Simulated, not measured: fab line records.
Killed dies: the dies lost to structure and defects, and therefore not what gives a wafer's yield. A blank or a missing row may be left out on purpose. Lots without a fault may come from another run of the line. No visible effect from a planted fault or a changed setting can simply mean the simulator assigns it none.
Matching of chambers + flow gf180mcu + GF_STI_ETCH_14 on rieSi-01 has 4 sister chambers
The step etches Si in HBr/Cl2/O2, target depth 360 nm, time 102.9 s. 8 wafers are shown with their chamber, then 7 later ones without.

## WAFERS, EACH WITH ITS CHAMBER
| wafer  | chamber | drypumpMotorCurrentA (A) | oesProductAu (a.u.) |
|--------|---------|--------------------------|---------------------|
| L816.3 | 3       | 6.1                      | 1.007               |
| L821.1 | 3       | 6.1                      | 1.002               |
| L821.4 | 1       | 5.1                      | 0.983               |
| L822.1 | 1       | 5.2                      | 0.986               |
| L822.6 | 2       | 5.7                      | 0.986               |
| L827.1 | 2       | 5.7                      | 0.980               |
| L827.6 | 0       | 5.5                      | 1.001               |
| L828.2 | 0       | 5.6                      | 1.020               |

## WAFERS WITHOUT THEIR CHAMBER
| wafer  | drypumpMotorCurrentA (A) | oesProductAu (a.u.) |
|--------|--------------------------|---------------------|
| L828.3 | 6.1                      | 1.021               |
| L828.4 | 5.2                      | 0.983               |
| L831.2 | 5.7                      | 0.977               |
| L831.5 | 5.7                      | 0.980               |
| L834.1 | 6.1                      | 1.008               |
| L834.3 | 5.6                      | 1.015               |
| L834.5 | 5.7                      | 0.976               |

## WHICH CHAMBER EACH ONE RAN IN
| wafer  | from the rows above | in truth |
|--------|---------------------|----------|
| L828.3 | 3                   | 3        |
| L828.4 | 1                   | 1        |
| L831.2 | 2                   | 2        |
| L831.5 | 2                   | 2        |
| L834.1 | 3                   | 3        |
| L834.3 | 0                   | 0        |
| L834.5 | 2                   | 2        |
Placed correctly: 7 of 7. Left unplaced by these rows: 0. Wrongly placed: 0.
How it was worked out, from the rows above alone: a wafer's distance from a chamber is the root of the sum, over the readings, of the square of ((its reading less the chamber's mean) divided by the reading's scatter). The wafer belongs to the nearest chamber; if the next one is less than 2 further off, it can't be placed. A chamber's mean is the mean of its shown wafers. The scatter: the root of (the sum of the squares of (reading less its chamber's mean) over the shown wafers, divided by (wafers less chambers)).
